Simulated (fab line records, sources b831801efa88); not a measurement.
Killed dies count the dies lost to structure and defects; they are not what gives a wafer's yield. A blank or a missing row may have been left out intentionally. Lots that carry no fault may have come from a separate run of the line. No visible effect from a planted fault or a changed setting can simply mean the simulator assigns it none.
Struck lot and sound lot, side by side | flow sky130 | 14 steps out of a route of 708
Sound: the wafers L695.1, L695.3, L695.5. Wafers struck: L697.2, L697.3, L697.5. At the end, the cause is stated.
At each step with rows: each side's tool, then ch and its chambers, then its first start. Under that, the readings that differ: sound wafers | struck wafers | difference of the means | sigmas: that difference in standard deviations of wafers without a fault.
alike: readings with means less than 2 such deviations apart, plus words and numbers identical on both sides. not compared: withheld readings, readings lacking a value on some wafer, bounds such as >300 that could conceal the same value, and numbers that have no deviation in the record and whose values overlap.
The two part at a step that has a row with sigmas, a row that says differs or no value, or rows on one side only. Non-overlapping numbers with no deviation appear without sigmas and do not part them. A reading missing from all wafers of one side parts the sides only when that side holds two or more wafers.

SKY_POLY_GATE_ETCH_17: etches poly-Si in HBr/Cl2, stops on SiO2, target depth 180 nm, time 70.5 s.
  sound on rie-si-02 ch 2,3, day 21 15:11; struck on rie-si-02 ch 1,3, day 22 01:44
  alike: drypump-motor-current-A, oes-product-au, throttle-valve-pct
  not compared: rf-hours-counter-h
SKY_POLY_GATE_STRIP_18: strips in O2/N2.
  sound on plasma-asher-04 ch 0,1, day 21 15:14; struck on plasma-asher-02 ch 0,1, day 22 01:47
  alike: drypump-motor-current-A, oes-product-au, strip-time-to-endpoint-s
  not compared: rf-hours-counter-h
then, 2 steps without rows for these wafers: SKY_POLY_GATE_CLEAN_19 (cleans in SC1/SC2, time 150 s); SKY_POLY_GATE_OXIDATION_20 (stabilise 600 s, purge 300 s, target thk 4 nm).
SKY_POLY_GATE_THK_MEAS_21:
  sound on film-metro-02 at day 21 16:38; struck on film-metro-01 at day 22 03:12
  reading                      | sound          | struck         | difference | sigmas
  POLY_GATE_OXIDATION_THK (nm) | 3.93 3.92 3.87 | 4.11 4.05 4.07 | +0.17      | +2
SKY_POLY_GATE_CD_MEAS_22:
  sound on cd-sem-02 at day 21 16:42; struck on cd-sem-01 at day 22 03:17
  alike: cd-nm
then, 6 steps without rows for these wafers: SKY_LDD_N_DEHYDRATE_00 (time 60 s); SKY_LDD_N_HMDS_01 (prime time 60 s); SKY_LDD_N_COAT_02 (resist thk 300 nm); SKY_LDD_N_SOFTBAKE_03 (time 60 s); SKY_LDD_N_EXPOSE_04 (exposes mask NTM, target cd 840 nm); SKY_LDD_N_PEB_05.
SKY_LDD_N_DEVELOP_06: develop time 60 s.
  sound on litho-track-02 ch 0, day 22 22:59; struck on litho-track-01, day 23 08:48
  no value came back on the struck wafers for chill-plate-temp-C (C), develop-time-s (s), developer-temp-C (C); on the sound wafers chill-plate-temp-C (C) reads 23.09 23.07 23.03
SKY_LDD_N_OVL_MEAS_07:
  sound on overlay-01 at day 22 23:08; struck on overlay-01 at day 23 08:56
  reading        | sound         | struck | difference                    | sigmas
  LDD_N_OVL (nm) | 0.4 -0.1 -1.3 | - - -  | no value on the struck wafers |

== WHERE THEY PART ==
At SKY_POLY_GATE_THK_MEAS_21 first; at SKY_LDD_N_OVL_MEAS_07 last (within this record only).

WHY: the cause the simulator had injected
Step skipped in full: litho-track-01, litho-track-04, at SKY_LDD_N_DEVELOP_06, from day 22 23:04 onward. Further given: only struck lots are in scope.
